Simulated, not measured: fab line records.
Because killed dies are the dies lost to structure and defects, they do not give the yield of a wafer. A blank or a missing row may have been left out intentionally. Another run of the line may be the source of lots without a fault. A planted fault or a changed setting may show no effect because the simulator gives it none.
What tool caused it? | flow gf180mcu | 24 lots with 72 wafers sampled at 3 steps, on a route of 602 steps

## WHAT THE GAUGES READ, wafer by wafer
GF_CONTACT_OVL_MEAS_15. Usual: CONTACT_OVL gives 0 nm (standard deviation 5.5).
lot  | measured     | on         | CONTACT_OVL (nm) | flag
L074 | day 16 01:20 | overlay-02 | -5 -5 3          |
L075 | day 16 08:08 | overlay-01 | -10 -10 -8       |
L076 | day 16 22:30 | overlay-01 | -8 -12 -9        |
L077 | day 17 03:43 | overlay-01 | 3 -6 -1          |
L078 | day 17 13:40 | overlay-01 | 0 7 5            |
L079 | day 18 00:28 | overlay-01 | 2 3 7            |
L080 | day 18 02:34 | overlay-01 | 13 1 2           |
L081 | day 18 21:37 | overlay-02 | -7 -1 -10        |
L082 | day 19 00:16 | overlay-01 | -5 -3 0          |
L083 | day 19 07:31 | overlay-01 | 1 6 3            |
L084 | day 19 23:14 | overlay-02 | -4 2 -5          |
L085 | day 20 08:28 | overlay-02 | 3 4 5            |
L086 | day 20 14:28 | overlay-01 | -5 -4 0          |
L087 | day 20 17:38 | overlay-02 | 0 1 1            |
L088 | day 21 07:35 | overlay-02 | 5 3 3            |
L089 | day 21 15:28 | overlay-02 | 2 -1 4           |
L090 | day 22 01:59 | overlay-02 | 0 -4 2           |
L091 | day 22 07:14 | overlay-02 | 6 14 8           |
L092 | day 22 14:25 | overlay-01 | -1 -3 4          |
L093 | day 22 22:52 | overlay-01 | 8 11 1           |
L094 | day 23 09:53 | overlay-02 | 0 5 -1           |
L095 | day 23 13:16 | overlay-01 | -5 4 2           |
L096 | day 23 20:35 | overlay-01 | 2 -5 -1          |
L097 | day 24 13:37 | overlay-02 | -15 -10 -7       |

## WHAT TOOL EACH LOT RAN ON (gives the tool, then ch and the chambers of the sampled wafers, and finally the start)
lot  | GF_STI_STRIP_15                     | GF_LVPWELL_STRIP_10
L074 | plasma asher-03 ch 0,1, day 2 01:15 | plasma asher-01 ch 0,1, day 3 20:46
L075 | plasma asher-02 ch 0,1, day 2 06:47 | plasma asher-04 ch 0,1, day 4 02:02
L076 | plasma asher-04 ch 0,1, day 2 13:10 | plasma asher-04 ch 0,1, day 4 09:52
L077 | plasma asher-02 ch 0,1, day 2 17:13 | plasma asher-01 ch 0,1, day 4 13:05
L078 | plasma asher-02 ch 0,1, day 2 21:46 | plasma asher-03 ch 0,1, day 4 19:17
L079 | plasma asher-03 ch 0,1, day 3 03:25 | plasma asher-03 ch 0,1, day 5 00:29
L080 | plasma asher-04 ch 0,1, day 3 09:19 | plasma asher-01 ch 0,1, day 5 05:05
L081 | plasma asher-03 ch 0,1, day 3 13:37 | plasma asher-03 ch 0,1, day 5 14:05
L082 | plasma asher-04 ch 0,1, day 3 18:56 | plasma asher-03 ch 0,1, day 5 17:10
L083 | plasma asher-03 ch 0,1, day 3 23:17 | plasma asher-01 ch 0,1, day 5 22:29
L084 | plasma asher-04 ch 0,1, day 4 06:01 | plasma asher-04 ch 0,1, day 6 07:19
L085 | plasma asher-02 ch 0,1, day 4 10:22 | plasma asher-03 ch 0,1, day 6 10:41
L086 | plasma asher-04 ch 0,1, day 4 15:58 | plasma asher-01 ch 0,1, day 6 16:45
L087 | plasma asher-04 ch 0,1, day 4 19:37 | plasma asher-03 ch 0,1, day 6 22:30
L088 | plasma asher-04 ch 0,1, day 5 02:44 | plasma asher-01 ch 0,1, day 7 03:22
L089 | plasma asher-03 ch 1, day 5 06:48   | plasma asher-04 ch 0,1, day 7 10:11
L090 | plasma asher-03 ch 0,1, day 5 11:59 | plasma asher-03 ch 0,1, day 7 15:05
L091 | plasma asher-02 ch 0,1, day 5 17:28 | plasma asher-01 ch 0,1, day 7 20:19
L092 | plasma asher-02 ch 0,1, day 5 22:30 | plasma asher-04 ch 0,1, day 8 01:17
L093 | plasma asher-03 ch 0, day 6 03:15   | plasma asher-04 ch 0,1, day 8 08:16
L094 | plasma asher-03 ch 0,1, day 6 08:55 | plasma asher-01 ch 0,1, day 8 15:43
L095 | plasma asher-03 ch 0,1, day 6 13:37 | plasma asher-03 ch 0, day 8 18:53
L096 | plasma asher-03 ch 0,1, day 6 18:47 | plasma asher-03 ch 0,1, day 9 01:04
L097 | plasma asher-02 ch 0,1, day 7 01:27 | plasma asher-01 ch 0,1, day 9 12:47
- GF_STI_STRIP_15: strips in O2/N2.
- GF_LVPWELL_STRIP_10: strips in O2/N2.

## AS READ BY THE TOOLS THEMSELVES (means over the sampled wafers that have a number; for cases with no such wafer, the mark the record gives instead)
GF_STI_STRIP_15. Usual: drypump motor current A 5.6 A, standard deviation 0.56; heater power w 296 W, standard deviation 16; n2 flow sccm 299.8 sccm, standard deviation 0.95; oes product au 0.384 a.u., standard deviation 0.0055; strip time to endpoint s 3.74 s, standard deviation 0.049.
lot  | tool            | drypump motor current A (A) | heater power w (W) | n2 flow sccm (sccm) | oes product au (a.u.) | strip time to endpoint s (s) | flag
L074 | plasma asher-03 | 6.3                         | 288                | 299.9               | 0.390                 | 3.76                         |
L075 | plasma asher-02 | 5.1                         | 310                | 299.8               | 0.384                 | 3.75                         |
L076 | plasma asher-04 | 5.5                         | 300                | 299.4               | 0.375                 | 3.64                         |
L077 | plasma asher-02 | 5.1                         | 308                | 299.6               | 0.382                 | 3.72                         |
L078 | plasma asher-02 | 5.0                         | 311                | 298.9               | 0.383                 | 3.74                         |
L079 | plasma asher-03 | 6.3                         | 289                | 300.5               | 0.381                 | 3.72                         |
L080 | plasma asher-04 | 5.2                         | 286                | 300.8               | 0.384                 | 3.72                         |
L081 | plasma asher-03 | 6.3                         | 287                | 300.4               | 0.383                 | 3.70                         |
L082 | plasma asher-04 | 5.2                         | 288                | 300.6               | 0.380                 | 3.72                         |
L083 | plasma asher-03 | 6.1                         | 295                | 300.3               | 0.382                 | 3.69                         |
L084 | plasma asher-04 | 5.5                         | 298                | 300.0               | 0.383                 | 3.76                         |
L085 | plasma asher-02 | 5.0                         | 308                | 300.1               | 0.383                 | 3.76                         |
L086 | plasma asher-04 | 5.5                         | 304                | 299.4               | 0.384                 | 3.68                         |
L087 | plasma asher-04 | 5.5                         | 301                | 300.2               | 0.382                 | 3.73                         |
L088 | plasma asher-04 | 5.2                         | 288                | 299.0               | 0.386                 | 3.81                         |
L089 | plasma asher-03 | 6.0                         | 302                | 299.5               | 0.383                 | 3.74                         |
L090 | plasma asher-03 | 6.3                         | 278                | 300.1               | 0.387                 | 3.72                         |
L091 | plasma asher-02 | 5.1                         | 299                | 300.5               | 0.387                 | 3.78                         |
L092 | plasma asher-02 | 5.0                         | 313                | 299.9               | 0.382                 | 3.72                         |
L093 | plasma asher-03 | 6.4                         | 280                | 299.0               | 0.383                 | 3.75                         |
L094 | plasma asher-03 | 6.3                         | 285                | 299.1               | 0.389                 | 3.74                         |
L095 | plasma asher-03 | 6.1                         | 297                | 299.5               | 0.382                 | 3.72                         |
L096 | plasma asher-03 | 6.1                         | 298                | 300.6               | 0.384                 | 3.75                         |
L097 | plasma asher-02 | 5.0                         | 305                | 299.6               | 0.379                 | 3.73                         |

GF_LVPWELL_STRIP_10. Usual: drypump motor current A 6.0 A, standard deviation 0.41; heater power w 299 W, standard deviation 19; n2 flow sccm 300.0 sccm, standard deviation 0.86; oes product au 0.722 a.u., standard deviation 0.005; strip time to endpoint s 36.94 s, standard deviation 0.11.
lot  | tool            | drypump motor current A (A) | heater power w (W) | n2 flow sccm (sccm) | oes product au (a.u.) | strip time to endpoint s (s) | flag
L074 | plasma asher-01 | 6.1                         | 315                | 299.4               | 0.719                 | 37.00                        |
L075 | plasma asher-04 | 5.2                         | 288                | 299.8               | 0.724                 | 36.74                        |
L076 | plasma asher-04 | 5.5                         | 302                | 299.9               | 0.718                 | 36.83                        |
L077 | plasma asher-01 | 6.1                         | 307                | 299.8               | 0.724                 | 36.87                        |
L078 | plasma asher-03 | 6.3                         | 288                | 300.2               | 0.724                 | 36.81                        |
L079 | plasma asher-03 | 6.1                         | 300                | 299.1               | 0.722                 | 36.96                        |
L080 | plasma asher-01 | 6.1                         | 316                | 298.9               | 0.719                 | 36.91                        |
L081 | plasma asher-03 | 6.3                         | 289                | 300.7               | 0.726                 | 37.04                        |
L082 | plasma asher-03 | 6.1                         | 294                | 299.8               | 0.722                 | 36.98                        |
L083 | plasma asher-01 | 6.1                         | 318                | 301.1               | 0.723                 | 37.02                        |
L084 | plasma asher-04 | 5.2                         | 295                | 300.7               | 0.723                 | 37.01                        |
L085 | plasma asher-03 | 6.1                         | 289                | 300.3               | 0.721                 | 37.03                        |
L086 | plasma asher-01 | 6.0                         | 307                | 299.7               | 0.725                 | 36.98                        |
L087 | plasma asher-03 | 6.3                         | 283                | 299.0               | 0.718                 | 37.05                        |
L088 | plasma asher-01 | 6.1                         | 303                | 299.7               | 0.721                 | 36.99                        |
L089 | plasma asher-04 | 5.5                         | 295                | 300.6               | 0.721                 | 36.83                        |
L090 | plasma asher-03 | 6.3                         | 284                | 300.9               | 0.725                 | 37.10                        |
L091 | plasma asher-01 | 6.1                         | 318                | 299.9               | 0.722                 | 37.09                        |
L092 | plasma asher-04 | 5.2                         | 288                | 299.6               | 0.724                 | 36.94                        |
L093 | plasma asher-04 | 5.2                         | 289                | 299.6               | 0.725                 | 36.89                        |
L094 | plasma asher-01 | 6.1                         | 307                | 299.8               | 0.718                 | 36.80                        |
L095 | plasma asher-03 | 6.4                         | 277                | 300.1               | 0.726                 | 36.98                        |
L096 | plasma asher-03 | 6.1                         | 293                | 300.2               | 0.719                 | 36.82                        |
L097 | plasma asher-01 | 6.1                         | 323                | 300.6               | 0.719                 | 36.83                        |

## THE ANSWER, worked out from the rows above alone
Rule: take the mean of a lot's wafers that have a number; if it is more than 3 standard deviations from the usual mean, the lot is off. A lot without any number at a reading at which 4 lots or more have one is off too. All remaining lots with rows at the step are treated as sound. Order of review: gauges by route order, followed by the tools' own readings, for which a lot's mean as printed above is used. The first step at which some lot is off is used, and at that step the reading that is off furthest; a lot without a number counts as furthest.
Across all readings shown, no lot is off: no conclusion can be drawn from this.

## WHAT THE SIMULATOR HAD PUT IN
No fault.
